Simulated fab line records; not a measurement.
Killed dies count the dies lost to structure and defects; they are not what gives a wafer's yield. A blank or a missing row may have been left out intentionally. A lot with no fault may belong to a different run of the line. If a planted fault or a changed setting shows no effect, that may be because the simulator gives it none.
Which tool was responsible?	flow gf180mcu	45 wafers from 15 lots sampled at 4 of the route's 602 steps

WHAT THE GAUGES SHOWED, per wafer
GF_VT_IMPLANT_OVL_MEAS_07.
lot	measured	on	VT_IMPLANT_OVL (nm)
L934	day 5 16:11	overlay-02	-1.9 0.3 1.6
L935	day 5 20:33	overlay-02	0.0 0.4 0.3
L936	day 6 01:26	overlay-01	0.6 0.9 2.2
L937	day 6 08:41	overlay-02	0.1 -0.2 -1.6
L938	day 6 16:08	overlay-01	-1.2 0.2 -0.3
L941	day 7 14:09	overlay-01	0.2 -0.2 0.0
L942	day 7 16:57	overlay-01	0.0 1.0 -2.6
L953	day 10 11:59	overlay-01	0.3 1.8 1.5
L954	day 10 17:17	overlay-01	1.0 -0.4 -1.9
L955	day 10 23:38	overlay-01	2.3 2.0 3.0
L956	day 11 04:26	overlay-02	1.1 0.8 0.2
L957	day 11 13:43	overlay-02	1.5 2.4 0.2

GF_VT_IMPLANT_OVL_MEAS_29.
lot	measured	on	VT_IMPLANT_02_OVL (nm)
L934	day 6 22:42	overlay-01	1.6 -1.2 2.2
L935	day 7 02:38	overlay-01	1.2 1.6 0.8
L936	day 7 08:51	overlay-01	-1.2 -1.9 -0.4
L937	day 7 16:38	overlay-01	1.7 -1.1 -0.7
L938	day 8 00:18	overlay-02	1.4 1.5 1.3
L941	day 8 23:02	overlay-01	0.3 -1.3 0.3
L942	day 9 02:12	overlay-01	3.2 3.8 -0.5
L953	day 12 00:53	overlay-02	-1.2 -1.9 -0.9
L954	day 12 06:25	overlay-01	-0.8 -1.3 -0.1
L955	day 12 13:35	overlay-02	-2.4 -0.6 -0.9
L956	day 12 19:47	overlay-02	0.4 3.1 1.2
L957	day 13 05:38	overlay-01	0.9 3.3 1.4

GF_VT_IMPLANT_TW_MEAS_43.
lot	measured	on	VT_IMPLANT_4_TW
L934	day 7 14:34	film metro-02	693 691 696
L935	day 7 18:32	film metro-01	705 704 701
L936	day 8 01:37	film metro-01	710 707 707
L937	day 8 09:04	film metro-02	687 690 689
L938	day 8 16:25	film metro-04	686 686 682
L941	day 9 16:20	film metro-01	704 706 703
L942	day 9 20:02	film metro-02	688 687 689
L953	day 12 20:10	film metro-02	690 693 690
L954	day 13 01:58	film metro-01	703 703 702
L955	day 13 09:50	film metro-01	704 703 704
L956	day 13 15:40	film metro-01	704 702 703
L957	day 14 02:40	film metro-01	710 704 709

EACH LOT AND THE TOOL THAT RAN IT (in order: tool; ch and the chambers of the sampled wafers; start)
lot	GF_STI_WET_ETCH_28
L934	wet bench-04 ch 3, day 2 04:32
L935	wet bench-04 ch 2, day 2 10:35
L936	wet bench-01 ch 3, day 2 15:02
L937	wet bench-01 ch 1, day 2 20:29
L938	wet bench-03 ch 3, day 3 01:51
L941	wet bench-01 ch 2, day 3 18:49
L942	wet bench-03 ch 2, day 3 22:17
L946	wet bench-03 ch 3, day 4 17:49
L947	wet bench-01 ch 2, day 5 00:32
L948	wet bench-03 ch 0, day 5 04:32
L953	wet bench-01 ch 2, day 6 06:44
L954	wet bench-04 ch 2, day 6 11:21
L955	wet bench-01 ch 2, day 6 17:05
L956	wet bench-01 ch 3, day 6 21:26
L957	wet bench-03 ch 3, day 7 05:10
- GF_STI_WET_ETCH_28: etches SiO2 in dHF, target depth 20 nm, time 40 s.

AS READ BY THE TOOLS THEMSELVES (means over the sampled wafers that have a number; for cases with no such wafer, the mark the record gives instead)
GF_STI_WET_ETCH_28.
lot	tool	bath heat duty pct (%)	run length s (s)
L934	wet bench-04	6.9	65.5
L935	wet bench-04	6.5	66.7
L936	wet bench-01	7.7	66.7
L937	wet bench-01	7.3	66.0
L938	wet bench-03	5.6	65.9
L941	wet bench-01	5.5	65.9
L942	wet bench-03	6.4	67.5
L946	wet bench-03	-	-
L947	wet bench-01	-	-
L948	wet bench-03	-	-
L953	wet bench-01	5.4	66.6
L954	wet bench-04	6.5	66.7
L955	wet bench-01	4.9	67.0
L956	wet bench-01	7.4	66.7
L957	wet bench-03	5.9	67.2

THE ANSWER, worked out from the rows above alone
Rule: the usual values come from the lots themselves. The widest of any qualifying gaps counts: lots, ordered by their means at a reading, are off when they make up no more than a third of the lots, leave a main group of 4 or more, and stand apart from it by 3 or more times the standard deviation of that group's means. Not used: any main group whose means are identical at the precision the tables above print for the reading. Also off: a lot with no number at a reading for which 4 or more lots have one. Where the step has rows for the other lots, those lots are counted as sound. After the gauges, taken in route order, come the tools' own readings; for these a lot's mean is taken, as printed above. The first step at which some lot is off is used, and at that step the reading that is off furthest; a lot without a number counts as furthest.
Off: L946, L947, L948 (GF_STI_WET_ETCH_28, bath heat duty pct). Without a number there: L946, L947, L948. The main group: mean 6.3 %, standard deviation 0.85.
If a tool, at that step or one of the process steps before it, ran each lot that is off and ran no sound lot following the first of them, it fits. None of those tried fits.

WHAT THE SIMULATOR HAD INSERTED
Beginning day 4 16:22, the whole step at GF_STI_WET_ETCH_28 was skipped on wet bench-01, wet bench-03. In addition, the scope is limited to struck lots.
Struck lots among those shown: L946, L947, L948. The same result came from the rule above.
